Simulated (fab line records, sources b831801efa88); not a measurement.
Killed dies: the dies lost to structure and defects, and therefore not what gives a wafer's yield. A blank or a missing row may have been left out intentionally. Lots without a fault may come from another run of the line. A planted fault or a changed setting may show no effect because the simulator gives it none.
Matching of chambers	flow gf180mcu	GF_PASSIVATION_CVD_00 on pecvd-04 has 3 sister chambers
The step deposits SiO2 from TEOS, target thk 1000 nm, time 111.95 s. 14 wafers are shown with their chamber, then 7 later ones without.

## WAFERS, EACH WITH ITS CHAMBER
wafer	chamber	heater-power-outer-w (W)	heater-power-w (W)	susceptor-temp-C (C)
L981.4	1	291	607	399.92
L981.5	0	431	752	399.76
L981.6	2	393	678	399.93
L982.1	2	406	680	399.93
L982.2	1	344	677	400.12
L982.4	2	418	725	399.87
L985.1	1	373	695	400.04
L985.2	2	418	733	399.92
L985.3	0	453	795	400.43
L991.3	1	380	724	400.00
L991.4	2	326	564	400.15
L991.5	0	443	795	399.67
L992.1	1	353	680	400.11
L992.3	2	377	640	399.66

SIGNATURES (means of the wafers above)
reading	chamber 0	chamber 1	chamber 2	scatter within a chamber
heater-power-outer-w	442.33	348.20	389.67	32
heater-power-w	780.67	676.60	670.00	50.4
susceptor-temp-C	399.9533	400.0380	399.9100	0.212
Rule: for each reading, subtract the chamber's mean from the wafer's reading, divide by that reading's scatter and square the result; add these up over the readings and take the root, which gives the wafer's distance from the chamber. The wafer belongs to the nearest chamber; if the next one is less than 2 further off, it can't be placed. The scatter: take each reading less its chamber's mean, square it, sum over the shown wafers, divide by the number of wafers less the number of chambers, and take the root.

## WAFERS WITHOUT THEIR CHAMBER
wafer	heater-power-outer-w (W)	heater-power-w (W)	susceptor-temp-C (C)
L992.6	403	728	399.84
L101.1	330	660	400.42
L101.4	324	574	399.92
L101.5	338	645	400.25
L102.2	383	714	399.78
L102.3	410	734	400.09
L102.4	404	659	399.95

## WHICH CHAMBER EACH WENT THROUGH
wafer	from the rows above	in truth
L992.6	can't be placed: 2 or 0 or 1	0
L101.1	can't be placed: 1 or 2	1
L101.4	can't be placed: 1 or 2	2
L101.5	can't be placed: 1 or 2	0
L102.2	can't be placed: 2 or 1 or 0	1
L102.3	can't be placed: 0 or 2 or 1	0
L102.4	can't be placed: 2 or 1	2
Placed correctly: 0 of 7. Unplaceable from these rows: 7, with the true chamber sitting among the candidates in 6. Wrongly placed: 0.
